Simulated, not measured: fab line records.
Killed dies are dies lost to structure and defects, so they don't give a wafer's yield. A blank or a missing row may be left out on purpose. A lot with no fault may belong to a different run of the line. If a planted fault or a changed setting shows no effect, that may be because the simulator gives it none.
The same fault as seen by 2 desks || flow sky130 || only its own numbers are on each desk; what lay behind them is given at the end

## FROM THE METROLOGY DESK
What the gauges read, lot by lot, whatever tool the lot ran on: means of the sampled wafers that have a number. Marked OUT: a lot whose mean sits more than 4 standard deviations from the usual mean, which makes it out of limits; the brackets give that distance.
Columns: A = cd-nm at SKY_METAL4_CD_MEAS_13, usual 300.4 nm; B = METAL4_OVL at SKY_METAL4_OVL_MEAS_14, usual -4 nm
{"lot": "L891", "first seen here": "day 43 07:32", "A": 300.1, "B": -3}
{"lot": "L895", "first seen here": "day 44 00:58", "A": 301.9, "B": -4}
{"lot": "L901", "first seen here": "day 45 09:14", "A": 300.0, "B": -2}
{"lot": "L900", "first seen here": "day 45 09:35", "A": 301.2, "B": -0}
{"lot": "L906", "first seen here": "day 46 21:56", "A": 300.8, "B": -5}
{"lot": "L910", "first seen here": "day 47 18:41", "A": 300.9, "B": -6}
This desk's finding: nothing out of limits on any of the 6 lots.

## FOR THE TOOL OWNER'S DESK: rie-metal-02
The tool's own readings at SKY_METAL4_METAL_ETCH_18 (etches the open film in Cl2/BCl3, stops on SiO2, target depth 845 nm, time 183.1 s): means of the sampled wafers that have a number, for each lot that ran on this tool. Marked OUT: a lot whose mean sits more than 4 standard deviations from the usual mean, which makes it out of limits; the brackets give that distance.
Columns: A = chamber-pressure-mTorr at SKY_METAL4_METAL_ETCH_18, usual 10.000 mTorr; B = drypump-motor-current-A at SKY_METAL4_METAL_ETCH_18, usual 5.6 A; C = mfc-cl2-sccm at SKY_METAL4_METAL_ETCH_18, usual 60.00 sccm; D = oes-product-au at SKY_METAL4_METAL_ETCH_18, usual 0.867 a.u.; E = throttle-valve-pct at SKY_METAL4_METAL_ETCH_18, usual 22.264 %
{"lot": "L895", "first seen here": "day 44 01:16", "A": 10.002, "B": 6.0, "C": 59.94, "D": 0.861, "E": 22.260}
{"lot": "L901", "first seen here": "day 45 09:32", "A": "8.002 (-99 or more) OUT", "B": 5.5, "C": 59.84, "D": 0.865, "E": 22.268}
{"lot": "L900", "first seen here": "day 45 09:53", "A": "8.002 (-99 or more) OUT", "B": 5.7, "C": 59.91, "D": 0.869, "E": 22.264}
This desk's verdict: out of limits on L900, L901, starting with L901 at day 45 09:32 (chamber-pressure-mTorr at SKY_METAL4_METAL_ETCH_18). Within limits: L895.

## TAKEN TOGETHER
An alarm could have come from the tool owner's desk at day 45 09:32, on L900, L901.
The metrology desk saw nothing out of limits.
The metrology desk has L900, L901 on record, within its limits.
On rie-metal-02, each named lot ran SKY_METAL4_METAL_ETCH_18.

## WHAT THE SIMULATOR HAD INSERTED
Process parameters drifting: rie-metal-02 at SKY_METAL4_METAL_ETCH_18, beginning at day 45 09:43. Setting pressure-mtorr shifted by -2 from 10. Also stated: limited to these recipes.
Lots struck among those shown: L900, L901.
